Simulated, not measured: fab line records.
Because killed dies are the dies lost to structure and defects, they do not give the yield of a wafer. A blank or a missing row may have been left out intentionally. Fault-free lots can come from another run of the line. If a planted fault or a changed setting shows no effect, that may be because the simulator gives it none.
One fault through the eyes of 2 desks + flow gf180mcu + numbers are kept per desk, each desk with only its own; the story behind them comes last

## TOOL OWNER'S DESK, litho_track-01
The tool's own readings at GF_CONTACT_PEB_12 (peb time 90 s): means of the sampled wafers that have a number, for each lot that ran on this tool. The brackets show how far a lot's mean lies from the usual mean; more than 4 standard deviations puts the lot out of limits, marked OUT.
Columns: A = heater_power_total_W at GF_CONTACT_PEB_12, usual 85.69 W; B = plate_temp_C at GF_CONTACT_PEB_12, usual 134.97 C
| lot  | first seen here | A               | B                 |
|------|-----------------|-----------------|-------------------|
| L331 | day 16 21:11    | 85.72           | 134.96            |
| L335 | day 18 07:34    | 85.66           | 135.22            |
| L334 | day 18 09:37    | 85.67           | 134.84            |
| L345 | day 21 22:40    | 86.72 (+12) OUT | 136.13 (+7.8) OUT |
| L346 | day 22 05:58    | 86.77 (+13) OUT | 136.20 (+8.2) OUT |
Finding of this desk: L345, L346 out of limits; the first was L345 at day 21 22:40, on heater_power_total_W at GF_CONTACT_PEB_12. In limits: L331, L335, L334.

## METROLOGY DESK
Means of the sampled wafers that have a number, per lot and without regard to the tool the lot ran on: this is what the gauges read. The brackets show how far a lot's mean lies from the usual mean; more than 4 standard deviations puts the lot out of limits, marked OUT.
Columns: A = CONTACT_CVD_02_THK at GF_CONTACT_THK_MEAS_03, usual 867 nm; B = cd_nm at GF_CONTACT_CD_MEAS_14, usual 219.7 nm
| lot  | first seen here | A   | B                |
|------|-----------------|-----|------------------|
| L331 | day 15 22:49    | 879 | 218.9            |
| L332 | day 16 01:43    | 873 | 220.0            |
| L333 | day 16 19:53    | 868 | 221.1            |
| L335 | day 17 07:57    | 866 | 219.4            |
| L334 | day 17 10:31    | 864 | 219.2            |
| L340 | day 19 06:13    | 865 | 221.5            |
| L345 | day 20 22:24    | 867 | 222.8            |
| L346 | day 21 06:09    | 867 | 225.8 (+4.3) OUT |
| L347 | day 21 18:30    | 868 | 221.7            |
| L348 | day 21 23:32    | 871 | 220.4            |
| L349 | day 22 05:31    | 867 | 217.6            |
| L351 | day 22 21:52    | 865 | 219.2            |
| L352 | day 23 06:23    | 864 | 219.2            |
Finding of this desk: L346 out of limits; the first was L346 at day 22 06:19, on cd_nm at GF_CONTACT_CD_MEAS_14. In limits: L331, L332, L333, L335, L334, L340, L345, L347, L348, L349, L351, L352.

## PUT TOGETHER
At day 21 22:40, on L345, L346, the tool owner's desk was in a position to raise an alarm.
At day 22 06:19 the metrology desk could have sounded an alarm, on L346.
The metrology desk has L345 on record, within its limits.
All the named lots went through GF_CONTACT_PEB_12 on litho_track-01.

## WHAT THE SIMULATOR HAD PUT IN
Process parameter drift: litho_track-01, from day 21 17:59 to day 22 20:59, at GF_CONTACT_PEB_12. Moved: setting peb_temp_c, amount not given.
Lots struck among those shown: L345, L346.
Time in hours from fault onset to the first out-of-limits reading at each desk: tool owner's desk 5, metrology desk 12.
